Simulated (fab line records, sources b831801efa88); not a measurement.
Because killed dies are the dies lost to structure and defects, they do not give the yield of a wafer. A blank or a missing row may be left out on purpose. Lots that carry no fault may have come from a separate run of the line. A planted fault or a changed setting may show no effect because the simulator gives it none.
Matching of chambers :: flow sky130 :: 4 sister chambers for SKY_VIA2_CMP_24 on cmp-02
The step polishes, stops on SiO2, t overpolish 20 s, target thk 0 nm. 8 wafers are shown with their chamber, then 12 later ones without.

== WAFERS, EACH WITH ITS CHAMBER ==
wafer: L083.5
chamber: 2
motor-current-A (A): 10.4
time-to-endpoint-s (s): 104

wafer: L083.6
chamber: 1
motor-current-A (A): 12.6
time-to-endpoint-s (s): 102

wafer: L084.1
chamber: 3
motor-current-A (A): 11.5
time-to-endpoint-s (s): 104

wafer: L084.2
chamber: 0
motor-current-A (A): 10.7
time-to-endpoint-s (s): 108

wafer: L084.5
chamber: 0
motor-current-A (A): 10.7
time-to-endpoint-s (s): 104

wafer: L084.3
chamber: 1
motor-current-A (A): 12.7
time-to-endpoint-s (s): 105

wafer: L084.4
chamber: 2
motor-current-A (A): 10.5
time-to-endpoint-s (s): 105

wafer: L084.6
chamber: 3
motor-current-A (A): 10.8
time-to-endpoint-s (s): 103

== WAFERS MISSING THEIR CHAMBER ==
wafer: L086.1
motor-current-A (A): 12.3
time-to-endpoint-s (s): 102

wafer: L086.2
motor-current-A (A): 10.4
time-to-endpoint-s (s): 101

wafer: L086.6
motor-current-A (A): 11.7
time-to-endpoint-s (s): 101

wafer: L092.3
motor-current-A (A): 10.6
time-to-endpoint-s (s): 104

wafer: L092.5
motor-current-A (A): 11.0
time-to-endpoint-s (s): 104

wafer: L092.6
motor-current-A (A): 10.7
time-to-endpoint-s (s): 102

wafer: L095.1
motor-current-A (A): 10.8
time-to-endpoint-s (s): 100

wafer: L095.2
motor-current-A (A): 10.9
time-to-endpoint-s (s): 103

wafer: L095.4
motor-current-A (A): 12.5
time-to-endpoint-s (s): 99

wafer: L095.3
motor-current-A (A): 10.0
time-to-endpoint-s (s): 102

wafer: L095.5
motor-current-A (A): 11.3
time-to-endpoint-s (s): 99

wafer: L095.6
motor-current-A (A): 11.8
time-to-endpoint-s (s): 100

== WHICH CHAMBER EACH WENT THROUGH ==
wafer: L086.1
from the rows above: 1
in truth: 1

wafer: L086.2
from the rows above: can't be placed: 2 or 0 or 3
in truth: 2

wafer: L086.6
from the rows above: can't be placed: 3 or 1
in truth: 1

wafer: L092.3
from the rows above: can't be placed: 2 or 0 or 3
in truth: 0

wafer: L092.5
from the rows above: can't be placed: 3 or 0 or 2
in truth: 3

wafer: L092.6
from the rows above: can't be placed: 2 or 3 or 0
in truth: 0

wafer: L095.1
from the rows above: can't be placed: 3 or 2 or 0
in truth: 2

wafer: L095.2
from the rows above: can't be placed: 3 or 0 or 2
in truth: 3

wafer: L095.4
from the rows above: 1
in truth: 1

wafer: L095.3
from the rows above: can't be placed: 2 or 0
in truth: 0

wafer: L095.5
from the rows above: can't be placed: 3 or 0 or 2
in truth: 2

wafer: L095.6
from the rows above: can't be placed: 3 or 1
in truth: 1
Correctly placed: 2 of 12. These rows do not allow placing 10 (true chamber among the candidates in 10). Number placed wrongly: 0.
How it was worked out, from the rows above alone: a wafer's distance from a chamber is the root of the sum, over the readings, of the square of ((its reading less the chamber's mean) divided by the reading's scatter). If the next closest chamber is less than 2 further off than the closest, the wafer can't be placed; otherwise it belongs to the closest. The mean given for a chamber averages the wafers shown for that chamber. How the scatter is found: for the shown wafers, subtract from each reading the mean of its chamber, square and add these, divide the total by (wafers less chambers), then take the root.
